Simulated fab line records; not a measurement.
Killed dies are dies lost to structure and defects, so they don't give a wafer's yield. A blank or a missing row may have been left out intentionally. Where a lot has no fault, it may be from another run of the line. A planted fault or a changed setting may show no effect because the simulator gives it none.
Matching of chambers    flow gf180mcu    3 sister chambers for GF_V3_CVD_02 on pecvd-04
The step deposits SiO2 from TEOS, target thk 850 nm, time 90.27 s. 6 wafers are shown with their chamber, then 8 later ones without.

== WAFERS PAIRED WITH THEIR CHAMBERS ==
wafer   chamber  heater_power_w (W)
L628.2  2        479
L630.1  0        549
L630.5  2        561
L631.4  1        617
L631.6  0        521
L634.3  1        663

== WAFERS WHOSE CHAMBER IS MISSING ==
wafer   heater_power_w (W)
L634.4  548
L634.5  518
L637.2  652
L637.4  537
L637.6  531
L638.1  483
L638.2  538
L638.3  558

== WHICH CHAMBER EACH ONE RAN IN ==
wafer   from the rows above           in truth
L634.4  can't be placed: 0 or 2 or 1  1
L634.5  can't be placed: 2 or 0       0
L637.2  1                             1
L637.4  can't be placed: 0 or 2       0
L637.6  can't be placed: 0 or 2       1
L638.1  can't be placed: 2 or 0       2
L638.2  can't be placed: 0 or 2       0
L638.3  can't be placed: 0 or 2 or 1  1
Placed correctly: 1 of 8. Cannot be placed on the basis of these rows: 7; the candidates contain the true chamber in 6. Number placed wrongly: 0.
How it was worked out, from the rows above alone: a wafer's distance from a chamber is the root of the sum, over the readings, of the square of ((its reading less the chamber's mean) divided by the reading's scatter). If the next closest chamber is less than 2 further off than the closest, the wafer can't be placed; otherwise it belongs to the closest. Each chamber's mean is taken over the wafers shown for it. The scatter: the root of (the sum of the squares of (reading less its chamber's mean) over the shown wafers, divided by (wafers less chambers)).
